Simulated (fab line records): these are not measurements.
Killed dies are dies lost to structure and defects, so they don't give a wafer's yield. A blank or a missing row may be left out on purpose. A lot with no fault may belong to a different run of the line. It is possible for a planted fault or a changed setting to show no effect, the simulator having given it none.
Chamber matching -- flow sky130 -- 4 sister chambers for SKY_VIA4_CMP_02 on cmp-02
The step polishes SiO2. 16 wafers are shown with their chamber, then 8 later ones without.

WAFERS PAIRED WITH THEIR CHAMBERS
wafer,chamber,motor-current-A (A),slurry-filter-dp-kPa (kPa)
L950.1,0,14.1,13.43
L950.2,3,12.7,13.65
L950.5,0,12.5,13.57
L952.2,1,10.1,13.31
L952.3,3,13.4,13.66
L952.6,1,10.2,13.46
L953.1,0,13.5,13.65
L953.5,3,13.5,13.46
L953.6,2,11.3,13.46
L954.1,3,13.8,13.39
L954.2,2,11.1,13.36
L954.3,0,13.2,13.35
L956.3,2,10.8,13.25
L956.5,0,13.0,13.38
L956.6,3,13.2,13.28
L958.1,1,10.4,13.53

SIGNATURES (means of the wafers above)
reading,chamber 0,chamber 1,chamber 2,chamber 3,scatter within a chamber
motor-current-A,13.260,10.233,11.067,13.320,0.433
slurry-filter-dp-kPa,13.4760,13.4333,13.3567,13.4880,0.136
Rule: distance of a wafer from a chamber = root of the sum over the readings of ((wafer's reading minus chamber's mean) / reading's scatter) squared. The wafer belongs to the nearest chamber; if the next one is less than 2 further off, it can't be placed. The scatter: the root of (the sum of the squares of (reading less its chamber's mean) over the shown wafers, divided by (wafers less chambers)).

WAFERS WITHOUT THEIR CHAMBER
wafer,motor-current-A (A),slurry-filter-dp-kPa (kPa)
L958.4,13.5,13.54
L958.5,10.7,13.23
L968.1,10.7,13.46
L968.2,13.9,13.51
L968.4,10.4,13.63
L971.2,9.8,13.68
L971.4,13.5,13.48
L971.5,9.9,13.49

CHAMBER TAKEN BY EACH
wafer,from the rows above,in truth
L958.4,can't be placed: 3 or 0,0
L958.5,can't be placed: 2 or 1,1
L968.1,can't be placed: 1 or 2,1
L968.2,can't be placed: 3 or 0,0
L968.4,can't be placed: 1 or 2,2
L971.2,can't be placed: 1 or 2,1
L971.4,can't be placed: 3 or 0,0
L971.5,can't be placed: 1 or 2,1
Correct placement for 0 of the 8. These rows do not allow placing 8 (true chamber among the candidates in 8). Number placed wrongly: 0.
